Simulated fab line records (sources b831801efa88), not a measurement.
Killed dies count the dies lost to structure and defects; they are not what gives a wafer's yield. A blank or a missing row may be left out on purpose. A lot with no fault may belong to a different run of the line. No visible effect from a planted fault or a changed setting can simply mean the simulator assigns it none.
A lot that was struck, set against a sound lot | flow sky130 | 17 steps out of a route of 708
Sound: the wafers L538.2, L538.4, L538.5. Struck: wafers L549.1, L549.3, L549.5. The cause is given at the end.
Each step with rows lists, per side, the tool, then ch with its chambers, then its first start. Under that, the readings that differ: sound wafers | struck wafers | difference of the means | sigmas: that difference in standard deviations of wafers without a fault.
alike: readings with means less than 2 such deviations apart, plus words and numbers identical on both sides. not compared: withheld readings, readings lacking a value on some wafer, bounds such as >300 that could conceal the same value, and numbers that have no deviation in the record and whose values overlap.
A row with sigmas, a row that says differs or no value, or rows on one side alone: a step with any of these is where the two part. When numbers do not overlap yet have no deviation, they are printed without sigmas and do not part them. A reading that every wafer of one side lacks parts them only if that side has two wafers or more.

first, 1 step without rows for these wafers: SKY_LDD_N_IMPLANT_15.
SKY_LDD_N_STRIP_16: strips in O2/N2.
  sound on plasmaAsher-01 ch 0,1, day 19 21:28; struck on plasmaAsher-01 ch 0,1, day 23 19:21
  alike: drypumpMotorCurrentA, oesProductAu, stripTimeToEndpointS
  not compared: rfHoursCounterH
SKY_LDD_N_TW_MEAS_17:
  sound: filmMetro-04 at day 19 21:35; struck: filmMetro-02 at day 23 19:27
  alike: LDD_N_TW
then, 7 steps without rows for these wafers: SKY_LDD_P_DEHYDRATE_00 (time 60 s); SKY_LDD_P_HMDS_01 (prime time 60 s); SKY_LDD_P_COAT_02 (resist thk 1140 nm); SKY_LDD_P_SOFTBAKE_03 (time 60 s); SKY_LDD_P_EXPOSE_04 (exposes mask PSDM, target cd 380 nm); SKY_LDD_P_PEB_05; SKY_LDD_P_DEVELOP_06 (develop time 60 s).
SKY_LDD_P_CD_MEAS_07 targets a cd of 380 nm.
  sound: cdSem-02 at day 21 04:03; struck: cdSem-01 at day 25 00:38
  alike: cdNm
SKY_LDD_P_OVL_MEAS_08:
  sound: overlay-02 at day 21 04:10; struck: overlay-02 at day 25 00:45
  alike: LDD_P_OVL
SKY_LDD_P_IMPLANT_09:
  sound on implanter-02 ch 0, day 21 04:13; struck on implanter-02 ch 0, day 25 00:47
reading          | sound                          | struck                           | difference  | sigmas
doseIonsCm2      | 1.0014e+13 9.989e+12 9.999e+12 | 1.5429e+13 1.5423e+13 1.5415e+13 | +5.4217e+12 | +99 or more
faradayCurrentUA | 56.4 56.8 56.9                 | 85.8 89.5 86.6                   | +30.6       | +28
SKY_LDD_P_STRIP_10: strips in O2/N2.
  sound on plasmaAsher-03 ch 0,1, day 21 04:20; struck on plasmaAsher-03 ch 0,1, day 25 00:56
  alike: drypumpMotorCurrentA, oesProductAu, stripTimeToEndpointS
  not compared: rfHoursCounterH
SKY_LDD_P_TW_MEAS_11:
  sound: filmMetro-03 at day 21 04:27; struck: filmMetro-03 at day 25 01:02
reading  | sound       | struck      | difference | sigmas
LDD_P_TW | 628 624 627 | 718 718 724 | +94        | +13
then, 1 step without rows for these wafers: SKY_LDD_HVN_DEHYDRATE_00 (time 60 s).
-- record jumps: 25 days separate the struck wafers' starts on either side; left off in module LDD_HVN, taken up again in module PAD_OPEN, whose first shown step is the route's number 708 --
SKY_PAD_OPEN_PROBE_99:
  sound: prober-01 at day 47 15:24; struck: prober-02 at day 50 00:15
reading                             | sound                 | struck                 | difference | sigmas
model.etest.tipP.rsOhmSq            | 6819 6824 6892        | 4772 4823 4832         | -2036      | 
model.etest.pfet_01v8_lvt.driveUaUm | 174 171.6 171.9       | 177.9 180.1 178.9      | +6.5       | 
model.etest.pfet_01v8.offLog10AUm   | -9.235 -9.316 -9.457  | -10.07 -9.83 -9.699    | -0.53      | 
model.etest.pfet_01v8.vtSatV (V)    | -0.5374 -0.542 -0.559 | -0.588 -0.5776 -0.5672 | -0.031     | 
  alike: killed_at_M0_to_M3, killed_at_M4_up, killedAtContacts, killedAtFrontEnd, killedAtOther, killedDies, killedOpen, killedShort
  not compared: model.etest.pfet_01v8.rOnOhmUm, model.etest.pfet_01v8.driveUaUm, model.etest.sramPfetLatch.driveUaUm, model.etest.pfet_01v8_hvt.driveUaUm

## WHERE THEY PART
First at SKY_LDD_P_IMPLANT_09; last, within this record, at SKY_LDD_P_TW_MEAS_11. Later steps at which nothing parts them and some readings are alike: SKY_PAD_OPEN_PROBE_99.

WHY: whatever the simulator had introduced
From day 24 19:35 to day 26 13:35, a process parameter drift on implanter-02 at SKY_LDD_P_IMPLANT_09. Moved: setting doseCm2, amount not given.
